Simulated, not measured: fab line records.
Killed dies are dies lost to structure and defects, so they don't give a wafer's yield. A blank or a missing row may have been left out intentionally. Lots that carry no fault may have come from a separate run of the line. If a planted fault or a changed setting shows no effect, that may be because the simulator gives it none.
The tool behind it: which one? | flow gf180mcu | 6 lots, 18 wafers sampled, at 2 steps of a route of 602

WHAT THE GAUGES READ, wafer by wafer
GF_CONTACT_RS_MEAS_25: measures by four-point-probe.
lot  | measured     | on           | CONTACT_W_RS (ohm/sq)
L772 | day 17 03:21 | filmMetro-03 | 0.390 0.386 0.389
L777 | day 18 21:27 | filmMetro-04 | 0.384 0.390 0.388
L779 | day 19 09:55 | filmMetro-03 | 0.386 0.386 0.390
L781 | day 20 03:52 | filmMetro-02 | 0.387 0.470 0.470
L791 | day 23 14:58 | filmMetro-02 | 0.388 0.385 0.381
L793 | day 24 12:02 | filmMetro-04 | 0.387 0.381 0.383

WHICH TOOL RAN EACH LOT (tool, then ch and the chambers of the sampled wafers, then the start)
lot  | GF_CONTACT_CVD_24
L772 | cvdW-01 ch 0,1, day 17 03:14
L777 | cvdW-02 ch 0,1, day 18 21:20
L779 | cvdW-02 ch 0,1, day 19 09:47
L781 | cvdW-02 ch 0,1, day 20 03:46
L791 | cvdW-02 ch 0,1, day 23 14:51
L793 | cvdW-01 ch 0,1, day 24 11:55
- GF_CONTACT_CVD_24: deposits W, target thk 300 nm, time 90.339 s.

THE ANSWER, worked out from the rows above alone
Rule: the usual values come from the lots themselves. The widest of any qualifying gaps counts: lots, ordered by their means at a reading, are off when they make up no more than a third of the lots, leave a main group of 4 or more, and stand apart from it by 3 or more times the standard deviation of that group's means. A main group is skipped when, at the precision printed for the reading in the tables above, its means are all equal. Also off: a lot with no number at a reading for which 4 or more lots have one. Any other lot the step has rows for is counted as sound.
Off: L781, at GF_CONTACT_RS_MEAS_25 (CONTACT_W_RS). The main group: mean 0.386 ohm/sq, standard deviation 0.0018.
A tool fits if, at a process step before that reading, it ran every lot that is off, and no sound lot after the first of them. The gauges at GF_CONTACT_RS_MEAS_25 are tried like those tools. Of those tried, none fits.

WHAT HAD BEEN PUT IN BY THE SIMULATOR
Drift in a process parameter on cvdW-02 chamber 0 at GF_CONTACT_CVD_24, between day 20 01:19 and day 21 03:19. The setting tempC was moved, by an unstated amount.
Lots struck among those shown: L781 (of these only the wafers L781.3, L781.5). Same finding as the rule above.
